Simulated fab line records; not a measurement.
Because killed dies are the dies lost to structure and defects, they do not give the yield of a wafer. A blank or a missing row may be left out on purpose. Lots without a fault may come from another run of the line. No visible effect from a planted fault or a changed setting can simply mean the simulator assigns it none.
Which tool was responsible?	flow sky130	39 wafers from 13 lots sampled at 4 of the route's 708 steps

== WHAT EACH GAUGE READ, for each wafer ==
SKY_METAL4_CD_MEAS_13: the cd target is 300 nm.
lot	measured	on	cd-nm (nm)
L515	day 41 18:51	cd-sem-02	300.3 300.5 301.4
L516	day 42 01:40	cd-sem-01	299.1 299.2 298.8
L519	day 43 07:21	cd-sem-02	299.6 298.1 298.9
L521	day 43 17:11	cd-sem-02	299.3 298.7 298.8
L522	day 44 00:07	cd-sem-01	299.1 299.0 300.5
L523	day 44 05:53	cd-sem-02	298.1 299.9 299.6
L524	day 44 20:02	cd-sem-01	299.5 300.7 299.8
L525	day 44 19:37	cd-sem-01	297.9 300.5 300.5
L526	day 45 02:09	cd-sem-02	299.4 297.7 299.5
L528	day 45 20:03	cd-sem-02	301.1 301.3 301.4
L535	day 47 08:37	cd-sem-02	299.7 301.2 300.0
L536	day 47 14:40	cd-sem-01	300.0 297.0 301.0
L537	day 47 20:11	cd-sem-02	302.2 301.7 302.5

SKY_VIA4_BOW_MEAS_03.
lot	measured	on	VIA4_BOW (um)
L515	day 41 20:30	film-metro-01	82 78 82
L516	day 42 03:17	film-metro-04	81 81 82
L519	day 43 09:04	film-metro-02	86 88 75
L521	day 43 18:48	film-metro-02	78 86 82
L522	day 44 01:45	film-metro-02	79 76 84
L523	day 44 07:44	film-metro-04	84 76 80
L524	day 44 21:43	film-metro-02	70 64 71
L525	day 44 21:14	film-metro-04	69 71 70
L526	day 45 03:56	film-metro-04	76 78 79
L528	day 45 21:40	film-metro-02	78 76 70
L535	day 47 10:17	film-metro-01	92 87 82
L536	day 47 16:19	film-metro-01	81 80 74
L537	day 47 21:48	film-metro-04	80 96 70

== WHICH TOOL RAN EACH LOT (tool, then ch and the chambers of the sampled wafers, then the start) ==
lot	SKY_LI_CONTACT_ETCH_14	SKY_VIA3_CMP_24
L515	rie-diel-03 ch 0,2,3, day 29 00:25	cmp-02 ch 0,1,3, day 39 16:28
L516	rie-diel-02 ch 0,3, day 29 08:54	cmp-02 ch 0,2,3, day 40 00:04
L519	rie-diel-02 ch 0,1,3, day 30 21:07	cmp-01 ch 0,1, day 41 07:34
L521	rie-diel-04 ch 0,2, day 31 09:37	cmp-01 ch 1,2, day 41 17:13
L522	rie-diel-04 ch 0,1,3, day 31 18:13	cmp-01 ch 0,1, day 42 00:11
L523	rie-diel-03 ch 2,3, day 32 01:15	cmp-01 ch 0,2,3, day 42 07:14
L524	rie-diel-02 ch 0,1,2, day 32 15:05	cmp-02 ch 1,2,3, day 42 21:14
L525	rie-diel-03 ch 1,2,3, day 32 15:18	cmp-02 ch 0,2,3, day 42 20:47
L526	rie-diel-03 ch 1,2,3, day 33 00:29	cmp-01 ch 0,1,3, day 43 03:35
L528	rie-diel-03 ch 0,2,3, day 33 22:42	cmp-02 ch 1,2,3, day 43 23:11
L535	rie-diel-02 ch 0,1,2, day 35 23:43	cmp-01 ch 0,2,3, day 45 15:55
L536	rie-diel-02 ch 1,2, day 36 02:39	cmp-01 ch 0,1,2, day 45 20:44
L537	rie-diel-02 ch 0,1,2, day 36 09:17	cmp-01 ch 0,1, day 46 03:30
- SKY_LI_CONTACT_ETCH_14: etches BARC in N2/H2, stops on SiO2, time 45.9 s, target depth 60 nm.
- SKY_VIA3_CMP_24: polishes, stops on SiO2, t overpolish 20 s, target thk 0 nm.

== AS READ BY THE TOOLS THEMSELVES (means over the sampled wafers that have a number; for cases with no such wafer, the mark the record gives instead) ==
SKY_LI_CONTACT_ETCH_14.
lot	tool	drypump-motor-current-A (A)	n2-flow-sccm (sccm)	oes-product-au (a.u.)	throttle-valve-pct (%)
L515	rie-diel-03	5.2	100.0	0.853	13.222
L516	rie-diel-02	5.5	100.0	0.854	13.232
L519	rie-diel-02	5.8	100.3	0.855	13.224
L521	rie-diel-04	5.5	100.0	0.854	13.223
L522	rie-diel-04	5.1	100.0	0.856	13.220
L523	rie-diel-03	5.1	100.3	0.857	13.224
L524	rie-diel-02	5.9	99.9	0.856	13.231
L525	rie-diel-03	5.6	100.1	0.858	13.222
L526	rie-diel-03	5.6	100.1	0.857	13.229
L528	rie-diel-03	5.2	99.8	0.861	13.226
L535	rie-diel-02	5.9	100.0	0.850	13.234
L536	rie-diel-02	6.0	99.6	0.856	13.220
L537	rie-diel-02	5.9	100.0	0.855	13.229

SKY_VIA3_CMP_24.
lot	tool	motor-current-A (A)	overpolish-run-s (s)	time-to-endpoint-s (s)
L515	cmp-02	11.0	20.004	89
L516	cmp-02	10.9	20.003	89
L519	cmp-01	10.7	19.994	96
L521	cmp-01	9.9	19.991	96
L522	cmp-01	11.5	20.004	98
L523	cmp-01	10.4	19.990	97
L524	cmp-02	11.8	20.002	92
L525	cmp-02	11.3	19.998	95
L526	cmp-01	11.3	20.005	94
L528	cmp-02	11.7	20.006	95
L535	cmp-01	10.6	19.998	98
L536	cmp-01	10.7	19.993	98
L537	cmp-01	11.7	20.001	97

== THE ANSWER, worked out from the rows above alone ==
Rule: what is usual is taken from the lots themselves. The widest of any qualifying gaps counts: lots, ordered by their means at a reading, are off when they make up no more than a third of the lots, leave a main group of 4 or more, and stand apart from it by 3 or more times the standard deviation of that group's means. A main group whose means are all the same, to the digits that the tables above print for the reading, isn't used. A lot without any number at a reading at which 4 lots or more have one is off too. Where the step has rows for the other lots, those lots are counted as sound. Order of review: gauges by route order, followed by the tools' own readings, for which a lot's mean as printed above is used. At the first step where some lot is off, the reading lying furthest off is the one used; lots without a number count as furthest.
None of the lots is off at any reading shown; this tells nothing.

== WHAT THE SIMULATOR HAD PUT IN ==
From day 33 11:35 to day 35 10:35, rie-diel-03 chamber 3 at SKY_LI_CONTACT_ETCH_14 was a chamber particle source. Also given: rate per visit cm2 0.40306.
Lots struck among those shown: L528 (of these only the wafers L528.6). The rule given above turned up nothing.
